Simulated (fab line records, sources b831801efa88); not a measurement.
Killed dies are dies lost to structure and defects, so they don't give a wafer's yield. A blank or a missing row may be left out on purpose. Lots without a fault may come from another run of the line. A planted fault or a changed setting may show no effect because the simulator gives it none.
Which tool did it? | flow sky130 | 12 lots, 36 wafers sampled, at 2 steps of a route of 708

WHAT THE GAUGES READ, wafer by wafer
SKY_METAL1_OVL_MEAS_16.
lot  | measured     | on         | METAL1_OVL (nm)
L074 | day 33 12:46 | overlay-01 | 12 2 6
L077 | day 33 19:22 | overlay-02 | 3 3 8
L079 | day 34 10:52 | overlay-02 | 4 2 0
L081 | day 35 10:16 | overlay-02 | -1 -2 4
L084 | day 36 08:34 | overlay-01 | -1 4 6
L085 | day 36 18:30 | overlay-02 | 1 1 -6
L087 | day 37 11:13 | overlay-01 | -6 -3 -13
L089 | day 37 17:43 | overlay-01 | 7 3 -3
L091 | day 38 08:21 | overlay-02 | 0 -7 -4
L093 | day 38 22:25 | overlay-02 | 1 -3 2
L095 | day 39 06:46 | overlay-01 | -1 2 -4
L097 | day 39 22:46 | overlay-02 | -5 5 3

WHICH TOOL RAN EACH LOT (tool, then ch and the chambers of the sampled wafers, then the start)
lot  | SKY_LI_CONTACT_SPUTTER_19
L074 | pvd_sputter-02, day 29 19:55
L077 | pvd_sputter-04, day 30 02:22
L079 | pvd_sputter-04, day 30 21:19
L081 | pvd_sputter-03, day 31 21:13
L084 | pvd_sputter-04, day 32 21:46
L085 | pvd_sputter-03, day 33 08:26
L087 | pvd_sputter-02, day 34 02:04
L089 | pvd_sputter-03, day 34 08:11
L091 | pvd_sputter-02, day 35 00:11
L093 | pvd_sputter-03, day 35 15:38
L095 | pvd_sputter-03, day 35 22:32
L097 | pvd_sputter-04, day 36 15:59
- SKY_LI_CONTACT_SPUTTER_19: material Ti, target thk 20 nm, time 106.37 s.

THE ANSWER, worked out from the rows above alone
Rule: what is usual is taken from the lots themselves. Put in order of their means at a reading, lots are off if they are a third of the lots or fewer, leave a main group of 4 or more, and stand apart from it by a gap of 3 or more times the standard deviation of the main group's means; of several such gaps the widest counts. A main group whose means are all the same, to the digits that the tables above print for the reading, isn't used. A lot without any number at a reading at which 4 lots or more have one is off too. The other lots that the step has rows for count as sound.
No lot is off at any reading shown: from this, nothing can be told.

WHAT THE SIMULATOR HAD PUT IN
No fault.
